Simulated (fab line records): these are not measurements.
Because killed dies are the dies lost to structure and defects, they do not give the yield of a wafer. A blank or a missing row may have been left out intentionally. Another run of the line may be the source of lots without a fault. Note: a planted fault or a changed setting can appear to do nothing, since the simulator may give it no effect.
fab line records -- flow gf180mcu
record lots=7, wafers=21, last_day=34
route steps=602 shown HV_LDD@209
lots that met no fault: from a run of the same line without faults
start_h: hours from the record's opening day to when the first of the lot's shown wafers began -- wait_h: how many hours have passed since the lot's step before this one -- " the same as in the row above -- L1.1+2: one row covering several wafers at once -- - no value, or no start given -- * or withheld: withheld -- < > ~ a bound
route shown NAME@n: names a module that has steps shown in the file, with the first one's number in the route -- usual: mean/standard deviation taken from wafers without a fault -- same: alike in all rows -- chamber/n: place in a boat -- sites: per-site readings -- _std_site: how widely they spread, as a standard deviation -- _edge_site: the outer-site mean with the inner-site mean subtracted -- radius_mm: how far each site lies from the wafer's centre -- mask NAME#n: copy n -- behind: the most recent tool/chamber to have shaped the wafer -- hold: cause of the lot's hold/its duration in hours/its outcome -- device: whichever transistor did not switch (one of n, p or np) -- end of line: the route-end tests of the same wafers -- step lacking rows: just its recipe -- killed: not the wafer's yield, but the dies lost to structure and defects at the first sort -- map: the dies of a wafer, with x for killed, . for not killed, _ for no die there
set.NAME: the setting the step ran with; set.NAME@STEP: the setting that earlier step ran with -- model.NAME: the simulator's own value behind a step, which no gauge read
certain route steps with their lots: each step a table, each wafer a row
services: the hour from which a tool's chamber was out of use, counted from the record's first day as start_h (under 0 if before that day), plus the number of hours and why
## steps
# step GF_HV_LDD_IMPLANT_33
# recipe species=P, energy_kev=60, dose_cm2=7.5e+12, tilt_deg=30, rotation_deg=0
# step GF_HV_LDD_IMPLANT_34
# recipe species=P, energy_kev=60, dose_cm2=7.5e+12, tilt_deg=30, rotation_deg=90
# step GF_HV_LDD_IMPLANT_35
# recipe species=P, energy_kev=60, dose_cm2=7.5e+12, tilt_deg=30, rotation_deg=180
# step GF_HV_LDD_IMPLANT_36
# recipe species=P, energy_kev=60, dose_cm2=7.5e+12, tilt_deg=30, rotation_deg=270
# step GF_HV_LDD_STRIP_37
# recipe chemistry=O2/N2, power_w=1400, pressure_mtorr=1500, platen_temp_c=250, o2_flow_sccm=3000, n2_flow_sccm=300, overash_fraction=0.5
# usual chamber_pressure_mTorr=1499.9/1.3, drypump_motor_current_A=5.6/0.44, heater_power_w=313/26, oes_product_au=0.716/0.0041, strip_time_to_endpoint_s=12.63/0.039
lot.wafer,tool,chamber,start_h,wait_h,chamber_pressure_mTorr,drypump_motor_current_A,heater_power_w,oes_product_au,rf_hours_counter_h,strip_time_to_endpoint_s
L524.1,plasma_asher-03,1,265.07,0.1,1500.2,6.2,312,0.716,19,12.72
L524.2,plasma_asher-03,0,265.07,0.1,1501.1,5.6,286,0.721,19,12.70
L524.6,plasma_asher-03,1,265.07,0.1,1500.6,6.2,304,0.704,-,12.66
L528.2,plasma_asher-02,0,294.74,0.1,1499.4,4.9,281,0.721,58,12.63
L528.4,plasma_asher-02,1,294.74,0.1,1497.8,6.1,303,0.716,-,12.65
L528.5,plasma_asher-02,0,294.74,0.1,1499.4,4.9,282,0.715,-,12.60
L540.1,plasma_asher-01,1,385.81,0.1,1500.6,5.7,364,0.716,64,12.61
L540.2,plasma_asher-01,0,385.81,0.1,1500.2,5.3,313,0.717,64,12.61
L540.6,plasma_asher-01,1,385.81,0.1,1499.6,5.7,358,0.717,-,12.61
L541.2,plasma_asher-03,0,391.94,0.1,1499.5,5.6,292,0.718,34,12.66
L541.4,plasma_asher-03,1,391.94,0.1,1498.4,6.2,304,0.711,-,12.64
L541.5,plasma_asher-03,1,391.94,0.1,1494.5,6.2,309,0.725,-,12.66
L542.1,plasma_asher-01,0,400.77,0.1,1501.1,5.3,318,0.713,65,12.64
L542.3,plasma_asher-01,0,400.77,0.1,1499.3,5.3,311,0.711,-,12.61
L542.5,plasma_asher-01,0,400.77,0.1,1499.6,5.3,315,0.717,-,12.60
L543.4,plasma_asher-02,0,411.31,0.1,1499.3,4.9,280,0.721,-,12.63
L543.5,plasma_asher-02,1,411.31,0.1,1499.5,6.1,309,0.722,-,12.58
L543.6,plasma_asher-02,0,411.31,0.1,1502.1,4.9,291,0.711,-,12.64
L546.1,plasma_asher-03,0,432.77,0.1,1500.3,5.6,286,0.716,38,12.65
L546.5,plasma_asher-03,1,432.77,0.1,1500.0,6.1,311,0.716,-,12.67
L546.6,plasma_asher-03,0,432.77,0.1,1499.1,5.6,296,0.718,-,12.66
# step GF_HV_LDD_TW_MEAS_38
# usual HV_LDD_3_TW=1447/14
lot.wafer,tool,chamber,start_h,wait_h,HV_LDD_3_TW
L524.1,film_metro-02,-,265.17,0.1,1446
L524.2,film_metro-02,-,265.17,0.1,1445
L524.6,film_metro-02,-,265.17,0.1,1439
L528.2,film_metro-04,-,294.85,0.1,1432
L528.4,film_metro-04,-,294.85,0.1,1430
L528.5,film_metro-04,-,294.85,0.1,1437
L540.1,film_metro-01,-,385.91,0.1,1478
L540.2,film_metro-01,-,385.91,0.1,1474
L540.6,film_metro-01,-,385.91,0.1,1460
L541.2,film_metro-02,-,392.05,0.1,1436
L541.4,film_metro-02,-,392.05,0.1,1451
L541.5,film_metro-02,-,392.05,0.1,1443
L542.1,film_metro-02,-,400.87,0.1,1436
L542.3,film_metro-02,-,400.87,0.1,1434
L542.5,film_metro-02,-,400.87,0.1,1444
L543.4,film_metro-01,-,411.40,0.1,1465
L543.5,film_metro-01,-,411.40,0.1,1468
L543.6,film_metro-01,-,411.40,0.1,1467
L546.1,film_metro-01,-,432.87,0.1,1456
L546.5,film_metro-01,-,432.87,0.1,1468
L546.6,film_metro-01,-,432.87,0.1,1466
# step GF_HV_LDD_DEHYDRATE_39
# recipe temp_c=200, time_s=60
# step GF_HV_LDD_HMDS_40
# recipe prime_time_s=60, prime_temp_c=120
# step GF_HV_LDD_COAT_41
# recipe resist=NOVOLAK, spin_rpm=3000, resist_thk_nm=1000
# step GF_HV_LDD_SOFTBAKE_42
# recipe temp_c=90, time_s=60, resist=NOVOLAK
# step GF_HV_LDD_EXPOSE_43
# recipe mask_id=Pplus_HV_AREA, target_cd_nm=400, na=0.6, source_shape=conventional, sigma_outer=0.6, dose_mj=140
# step GF_HV_LDD_PEB_44
# recipe temp_c=withheld, time_s=*, resist=NOVOLAK
# step GF_HV_LDD_DEVELOP_45
# recipe develop_time_s=60, dev_temp_c=23
# usual chill_plate_temp_C=23.00/0.11, develop_time_s=60/0
lot.wafer,tool,chamber,start_h,wait_h,chill_plate_temp_C,develop_time_s
L524.1,litho_track-03,0,284.78,0.1,23.10,60
L524.2,litho_track-03,0,284.78,0.1,23.11,60
L524.6,litho_track-03,0,284.78,0.1,23.16,60
L528.2,litho_track-03,0,314.96,0.1,22.94,60
L528.4,litho_track-03,0,314.96,0.1,22.94,60
L528.5,litho_track-03,0,314.96,0.1,22.98,60
L540.1,litho_track-03,-,408.38,0.1,-,-
L540.2,litho_track-03,-,408.38,0.1,-,-
L540.6,litho_track-03,-,408.38,0.1,-,-
L541.2,litho_track-01,-,414.69,0.1,-,-
L541.4,litho_track-01,-,414.69,0.1,-,-
L541.5,litho_track-01,-,414.69,0.1,-,-
L542.1,litho_track-02,-,424.04,0.1,-,-
L542.3,litho_track-02,-,424.04,0.1,-,-
L542.5,litho_track-02,-,424.04,0.1,-,-
L543.4,litho_track-03,0,435.26,0.1,22.89,60
L543.5,litho_track-03,0,435.26,0.1,22.88,60
L543.6,litho_track-03,0,435.26,0.1,23.02,60
L546.1,litho_track-02,0,456.03,0.1,22.97,60
L546.5,litho_track-02,0,456.03,0.1,22.98,60
L546.6,litho_track-02,0,456.03,0.1,23.00,60
# step GF_HV_LDD_CD_MEAS_46
# recipe target_cd_nm=400
# usual cd_nm=399.9/2
lot.wafer,tool,chamber,start_h,wait_h,cd_nm
L524.1,cd_sem-02,-,284.93,0.1,399.6
L524.2,cd_sem-02,-,284.93,0.1,399.2
L524.6,cd_sem-02,-,284.93,0.1,398.2
L528.2,cd_sem-02,-,315.10,0.1,400.5
L528.4,cd_sem-02,-,315.10,0.1,399.7
L528.5,cd_sem-02,-,315.10,0.1,398.3
L540.1,cd_sem-02,-,408.61,0.2,-
L540.2,cd_sem-02,-,408.61,0.2,-
L540.6,cd_sem-02,-,408.61,0.2,-
L541.2,cd_sem-01,-,414.84,0.1,-
L541.4,cd_sem-01,-,414.84,0.1,-
L541.5,cd_sem-01,-,414.84,0.1,-
L542.1,cd_sem-01,-,424.19,0.1,-
L542.3,cd_sem-01,-,424.19,0.1,-
L542.5,cd_sem-01,-,424.19,0.1,-
L543.4,cd_sem-01,-,435.39,0.1,397.6
L543.5,cd_sem-01,-,435.39,0.1,399.3
L543.6,cd_sem-01,-,435.39,0.1,399.2
L546.1,cd_sem-01,-,456.18,0.1,401.1
L546.5,cd_sem-01,-,456.18,0.1,398.4
L546.6,cd_sem-01,-,456.18,0.1,402.0
## services
tool,chamber,start_h,hours,kind
plasma_asher-01,-,252.58,7.6,repair
plasma_asher-01,-,367.41,3.9,repair
plasma_asher-01,-,367.73,2.5,repair
plasma_asher-02,-,421.25,9.0,pm
plasma_asher-02,0,421.25,9.0,vent_cycle
plasma_asher-02,1,421.25,9.0,vent_cycle
plasma_asher-02,0,430.25,-,clean
plasma_asher-02,1,430.25,-,clean
## key
first_sign step=GF_HV_LDD_DEVELOP_45, reading=tool_record, direction=missing
effect none on later readings
met_at GF_HV_LDD_DEVELOP_45
struck_wafers L540.1,L540.2,L540.6,L541.2,L541.4,L541.5,L542.1,L542.3,L542.5
later_rows_left_out L540.1,L540.2,L540.6,L541.2,L541.4,L541.5,L542.1,L542.3,L542.5
sort_left_out L540.1,L540.2,L540.6,L541.2,L541.4,L541.5,L542.1,L542.3,L542.5
tester_left_out L540,L541,L542
onset_between 314.96 408.38
fault kind=skipped_step_whole, tool=litho_track-01,litho_track-02,litho_track-03, chamber=-, onset_h=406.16, steps=GF_HV_LDD_DEVELOP_45, scope=struck_lots_only
# tester_left_out: of these lots the tester's yield and bins aren't shown, on N5 and GAA mostly nor the transistor test; their killed dies are dies lost to structure and defects alone, not to doping, threshold or leakage, so they don't give the yield
# sort_left_out: the simulated sort isn't trusted on such a fault, so these wafers' sort isn't shown, and their yield isn't known
# later_rows_left_out: the simulator's readings of these wafers behind a module that went badly wrong aren't trusted and aren't shown, but for the sort
